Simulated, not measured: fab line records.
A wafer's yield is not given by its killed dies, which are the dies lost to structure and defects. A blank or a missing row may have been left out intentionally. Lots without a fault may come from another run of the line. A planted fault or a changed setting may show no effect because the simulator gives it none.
Matching of chambers ; flow sky130 ; SKY_FIELD_ISO_ETCH_14 on rie-diel-01: 4 sister chambers
The step etches BARC in N2/H2, stops on SiO2, time 45.9 s, target depth 60 nm. 7 wafers are shown with their chamber, then 7 later ones without.

WAFERS PAIRED WITH THEIR CHAMBERS
wafer;chamber;drypump-motor-current-A (A);oes-product-au (a.u.)
L083.3;2;4.9;0.856
L083.4;0;5.7;0.853
L086.2;0;5.7;0.841
L086.4;2;4.9;0.856
L086.5;3;5.8;0.852
L087.1;3;5.7;0.854
L087.3;1;5.1;0.854

WAFERS WITH NO CHAMBER GIVEN
wafer;drypump-motor-current-A (A);oes-product-au (a.u.)
L087.5;5.7;0.854
L092.3;5.7;0.856
L092.4;4.9;0.861
L092.5;5.7;0.854
L096.1;5.7;0.854
L096.2;5.7;0.853
L096.5;5.7;0.858

WHICH CHAMBER EACH ONE RAN IN
wafer;from the rows above;in truth
L087.5;can't be placed: 3 or 0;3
L092.3;can't be placed: 3 or 0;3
L092.4;2;2
L092.5;can't be placed: 3 or 0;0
L096.1;can't be placed: 3 or 0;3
L096.2;can't be placed: 0 or 3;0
L096.5;can't be placed: 3 or 0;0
Correct placement for 1 of the 7. These rows do not allow placing 6 (true chamber among the candidates in 6). Wrongly placed: 0.
How it was worked out, from the rows above alone: a wafer's distance from a chamber is the root of the sum, over the readings, of the square of ((its reading less the chamber's mean) divided by the reading's scatter). The wafer belongs to the nearest chamber; if the next one is less than 2 further off, it can't be placed. Each chamber's mean is taken over the wafers shown for it. The scatter: the root of (the sum of the squares of (reading less its chamber's mean) over the shown wafers, divided by (wafers less chambers)).
